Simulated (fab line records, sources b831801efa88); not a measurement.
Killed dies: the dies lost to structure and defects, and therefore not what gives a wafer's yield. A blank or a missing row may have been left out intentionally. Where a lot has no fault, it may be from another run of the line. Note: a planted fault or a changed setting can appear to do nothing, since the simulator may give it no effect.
Which tool is to blame?	flow sky130	18 wafers from 6 lots sampled at 2 of the route's 708 steps

== WHAT THE GAUGES READ, wafer by wafer ==
SKY_SD_P_CD_MEAS_07 targets a cd of 380 nm.
lot	measured	on	cd_nm (nm)
L617	day 26 14:29	cd_sem-01	376.9 381.2 378.7
L619	day 27 03:13	cd_sem-02	380.8 380.2 381.0
L625	day 29 07:35	cd_sem-02	354.7 354.0 353.0
L630	day 30 21:38	cd_sem-02	385.9 383.8 382.4
L634	day 32 08:28	cd_sem-02	383.8 381.4 383.0
L636	day 33 02:48	cd_sem-01	384.8 382.4 383.4

== WHICH TOOL RAN EACH LOT (tool, then ch and the chambers of the sampled wafers, then the start) ==
lot	SKY_SD_P_EXPOSE_04
L617	iline_stepper-01 ch 0, day 26 00:10
L619	iline_stepper-02 ch 0, day 26 12:32
L625	iline_stepper-02 ch 0, day 28 17:28
L630	iline_stepper-01 ch 0, day 30 08:42
L634	iline_stepper-01 ch 0, day 31 18:53
L636	iline_stepper-01 ch 0, day 32 14:08
- SKY_SD_P_EXPOSE_04: exposes mask PSDM, target cd 380 nm.

== THE ANSWER, worked out from the rows above alone ==
Rule: usual is defined by the lots themselves. Put in order of their means at a reading, lots are off if they are a third of the lots or fewer, leave a main group of 4 or more, and stand apart from it by a gap of 3 or more times the standard deviation of the main group's means; of several such gaps the widest counts. If all means in a main group match to the digits the tables above print for the reading, that group is not used. Also off: a lot with no number at a reading for which 4 or more lots have one. Any other lot the step has rows for is counted as sound.
Off, at SKY_SD_P_CD_MEAS_07 on cd_nm: L625. The main group has a mean of 382.0 nm with a standard deviation of 1.9.
A tool fits if, at a process step before that reading, it ran every lot that is off, and no sound lot after the first of them. The gauges at SKY_SD_P_CD_MEAS_07 are tried like those tools. One fits: iline_stepper-02 at SKY_SD_P_EXPOSE_04. A fault onset in the window from L619 (day 26 12:32, its last sound lot) to L625 (day 28 17:28, its first lot off) fits.

== WHAT THE SIMULATOR PUT IN ==
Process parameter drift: iline_stepper-02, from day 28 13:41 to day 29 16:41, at SKY_SD_P_EXPOSE_04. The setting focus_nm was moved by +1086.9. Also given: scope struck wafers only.
Struck lots among those shown: L625. The rule above found the same.
